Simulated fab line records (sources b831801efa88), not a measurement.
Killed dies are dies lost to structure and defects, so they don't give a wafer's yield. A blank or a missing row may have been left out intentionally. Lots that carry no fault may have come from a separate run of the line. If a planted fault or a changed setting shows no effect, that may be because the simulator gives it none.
Which tool was responsible?    flow sfq line    at 1 step of a route of 325, 7 lots with 21 wafers sampled

== WHAT THE GAUGES READ, wafer by wafer ==
SFQ_I3_BOW_MEAS_922.
lot   measured      on             I3_BOW (um)
L555  day 37 17:26  film metro-03  -2 -4 -4
L559  day 38 23:25  film metro-01  -1 1 3
L562  day 40 18:51  film metro-01  -4 -3 4
L571  day 43 10:43  film metro-04  8 5 22
L573  day 43 23:33  film metro-01  7 9 3
L575  day 49 16:52  film metro-03  3 -11 -5
L577  day 51 11:50  film metro-04  6 -1 1

== EACH LOT AND THE TOOL THAT RAN IT (in order: tool; ch and the chambers of the sampled wafers; start) ==
There is no process step in the record ahead of these readings.

== THE ANSWER, worked out from the rows above alone ==
Rule: the lots themselves supply what counts as usual. The widest of any qualifying gaps counts: lots, ordered by their means at a reading, are off when they make up no more than a third of the lots, leave a main group of 4 or more, and stand apart from it by 3 or more times the standard deviation of that group's means. A main group whose means are all the same, to the digits that the tables above print for the reading, isn't used. A lot without any number at a reading at which 4 lots or more have one is off too. Any other lot the step has rows for is counted as sound.
No lot is off on any of the readings shown, so nothing can be concluded from this.

== WHAT THE SIMULATOR HAD INSERTED ==
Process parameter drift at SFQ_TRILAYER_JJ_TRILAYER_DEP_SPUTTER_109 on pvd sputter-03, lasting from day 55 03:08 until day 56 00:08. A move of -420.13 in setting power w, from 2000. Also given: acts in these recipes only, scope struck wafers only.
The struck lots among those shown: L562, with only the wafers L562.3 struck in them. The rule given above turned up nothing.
